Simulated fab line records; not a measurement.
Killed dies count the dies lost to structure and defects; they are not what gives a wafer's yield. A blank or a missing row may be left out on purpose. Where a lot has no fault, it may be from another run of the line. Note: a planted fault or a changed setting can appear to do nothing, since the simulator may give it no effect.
A lot that was struck, set against a sound lot | flow sky130 | 16 steps out of a route of 708
Sound: the wafers L229.2, L229.3, L229.6. Struck: wafers L240.1, L240.2, L240.6. The cause is given at the end.
At each step with rows: each side's tool, then ch and its chambers, then its first start. Under that, the readings that differ: sound wafers | struck wafers | difference of the means | sigmas: that difference in standard deviations of wafers without a fault.
alike: words and numbers the same on both sides, and readings whose means are apart by under 2 such deviations; not compared: readings that were withheld, readings missing a value for some wafer, numbers with overlapping values and no deviation given by the record, and bounds like >300 which may hide the same value.
Wherever a step has rows on one side only, a row that says differs or no value, or a row with sigmas, the two part there. Numbers that don't overlap but have no deviation are shown without sigmas and don't part them. Lack of a reading on every wafer of one side parts them only where that side has two or more wafers.

first, 3 steps without rows for these wafers: SKY_SONOS_TUNNEL_EXPOSE_04 (exposes mask TUNM, target cd 410 nm); SKY_SONOS_TUNNEL_PEB_05; SKY_SONOS_TUNNEL_DEVELOP_06 (develop time 60 s).
SKY_SONOS_TUNNEL_CD_MEAS_07: target cd 410 nm.
  sound on cd-sem-02, day 13 16:10; struck on cd-sem-01, day 17 06:49
  alike: cd-nm
SKY_SONOS_TUNNEL_OVL_MEAS_08:
  sound on overlay-01, day 13 16:16; struck on overlay-01, day 17 06:56
  alike: SONOS_TUNNEL_OVL
then, 3 steps without rows for these wafers: SKY_SONOS_TUNNEL_IMPLANT_09; SKY_SONOS_TUNNEL_WET_ETCH_10 (etches SiO2 in dHF, target depth 14 nm, time 280 s); SKY_SONOS_TUNNEL_STRIP_11 (strips in SPM, time 600 s).
SKY_SONOS_TUNNEL_TW_MEAS_12:
  sound on film-metro-01, day 13 16:43; struck on film-metro-03, day 17 07:24
  alike: SONOS_TUNNEL_TW
then, 2 steps without rows for these wafers: SKY_SONOS_TUNNEL_CLEAN_13 (cleans in dHF, time 20 s); SKY_SONOS_ONO_OXIDATION_00 (stabilise 600 s, purge 300 s, target thk 2.6 nm).
SKY_SONOS_ONO_THK_MEAS_01:
  sound on film-metro-03, day 13 18:11; struck on film-metro-03, day 17 09:11
  alike: SONOS_ONO_OXIDATION_THK
SKY_SONOS_ONO_CVD_02: deposits Si3N4 from DCS/NH3, target thk 10.5 nm, time 180 s.
  sound on lpcvd-02 ch 0, day 13 18:18; struck on lpcvd-02 ch 1, day 17 09:41
  reading                                     | sound             | struck            | difference | sigmas
  spike-tc-centre-C (C)                       | 772.5 770.7 772.5 | 780.6 783.4 781.9 | +10.1      | +8
  zone-power-lower-pct (%)                    | 11.97 12.09 11.89 | 11.08 10.90 11.05 | -0.97      | -4
  zone-power-upper-pct (%)                    | 13.03 12.98 13.01 | 11.60 11.29 11.21 | -1.64      | -13
  model.Si3N4_of_SONOS_ONO_CVD_02.thk-nm (nm) | 10.49 10.4 10.27  | 11.38 11.53 11.44 | +1.06      |
SKY_SONOS_ONO_THK_MEAS_03:
  sound on film-metro-04, day 13 19:22; struck on film-metro-03, day 17 10:44
  reading                   | sound             | struck            | difference | sigmas
  SONOS_ONO_CVD_02_THK (nm) | 10.51 10.37 10.24 | 11.34 11.53 11.44 | +1.06      | +8
then, 1 step without rows for these wafers: SKY_SONOS_ONO_CVD_04 (deposits SiO2 from SiH4/N2O, target thk 5.7199 nm).
-- a jump in the record: the struck wafers' starts before and after are 33 days apart (it breaks off in module SONOS_ONO and resumes in module PAD_OPEN, where the first step shown is number 708 of the route) --
SKY_PAD_OPEN_PROBE_99:
  sound on prober-02, day 47 13:07; struck on prober-02, day 49 23:37
  reading                               | sound                | struck               | difference | sigmas
  model.etest.sonos-erased.drive-ua-um  | 173.5 174.3 192.4    | 149.6 164.3 163.4    | -21.0      |
  model.etest.cap-ono.gate-log10-a-cm2  | -8.168 -7.911 -8.034 | -8.644 -8.777 -8.56  | -0.623     |
  model.etest.cap-ono.tox-acc-nm (nm)   | 13.03 12.87 12.96    | 13.47 13.56 13.37    | +0.51      |
  model.etest.sonos-programmed.vt-v (V) | 1.404 1.497 1.427    | 1.134 1.071 1.185    | -0.313     |
  model.etest.sonos-erased.vt-v (V)     | -2.191 -2.293 -2.25  | -1.993 -1.982 -2.035 | +0.241     |
  model.etest.sonos-baked.vt-v (V)      | 0.945 0.9645 0.9437  | 0.7646 0.7606 0.768  | -0.1867    |
  alike: killed_at_M0_to_M3, killed_at_M4_up, killed-at-contacts, killed-at-front-end, killed-at-other, killed-dies, killed-open, killed-short
  not compared: model.etest.cap-ono.gate-bv-v, model.etest.sonos-programmed.off-log10-a-um

WHERE THEY PART
Earliest at SKY_SONOS_ONO_CVD_02; latest, in this record, at SKY_SONOS_ONO_THK_MEAS_03. Later steps at which nothing parts them and some readings are alike: SKY_PAD_OPEN_PROBE_99.

WHY: whatever the simulator had introduced
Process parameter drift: lpcvd-02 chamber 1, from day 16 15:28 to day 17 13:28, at SKY_SONOS_ONO_CVD_02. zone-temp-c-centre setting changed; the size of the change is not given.
